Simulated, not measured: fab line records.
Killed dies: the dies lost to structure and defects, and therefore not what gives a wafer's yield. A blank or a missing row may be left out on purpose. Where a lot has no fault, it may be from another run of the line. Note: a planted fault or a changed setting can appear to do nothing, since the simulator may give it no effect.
What tool caused it? | flow sky130 | 12 lots, 36 wafers sampled, at 1 step of a route of 708

WHAT EACH GAUGE READ, for each wafer
SKY_DNWELL_TW_MEAS_09. Usual: for DNWELL_TW the level is 1104 and the standard deviation is 5.3.
lot  | measured    | on            | DNWELL_TW      | flag
L884 | day 3 11:55 | film-metro-04 | 1104 1105 1097 |
L885 | day 3 17:22 | film-metro-03 | 1101 1107 1105 |
L887 | day 4 05:19 | film-metro-04 | 1103 1097 1100 |
L888 | day 4 10:07 | film-metro-03 | 1111 1109 1111 |
L893 | day 5 09:47 | film-metro-03 | 1097 1097 1101 |
L894 | day 5 12:41 | film-metro-04 | 1111 1106 1111 |
L895 | day 6 01:38 | film-metro-01 | 1095 1097 1102 |
L897 | day 6 10:07 | film-metro-01 | 1101 1101 1107 |
L898 | day 6 15:04 | film-metro-04 | 1107 1100 1108 |
L899 | day 6 21:31 | film-metro-01 | 1096 1096 1103 |
L901 | day 7 08:44 | film-metro-01 | 1108 1104 1109 |
L906 | day 8 09:31 | film-metro-03 | 1097 1104 1104 |

EACH LOT AND THE TOOL THAT RAN IT (in order: tool; ch and the chambers of the sampled wafers; start)
There is no process step in the record ahead of these readings.

AS READ BY THE TOOLS THEMSELVES (means over the sampled wafers that have a number; for cases with no such wafer, the mark the record gives instead)
The record holds no such reading with a usual standard deviation.

THE ANSWER, worked out from the rows above alone
Rule: take the mean of a lot's wafers that have a number; if it is more than 3 standard deviations from the usual mean, the lot is off. A lot without any number at a reading at which 4 lots or more have one is off too. The other lots that the step has rows for count as sound. Order of review: gauges by route order, followed by the tools' own readings, for which a lot's mean as printed above is used. At the first step where some lot is off, the reading lying furthest off is the one used; lots without a number count as furthest.
No lot is off at any reading shown: from this, nothing can be told.

WHAT HAD BEEN PUT IN BY THE SIMULATOR
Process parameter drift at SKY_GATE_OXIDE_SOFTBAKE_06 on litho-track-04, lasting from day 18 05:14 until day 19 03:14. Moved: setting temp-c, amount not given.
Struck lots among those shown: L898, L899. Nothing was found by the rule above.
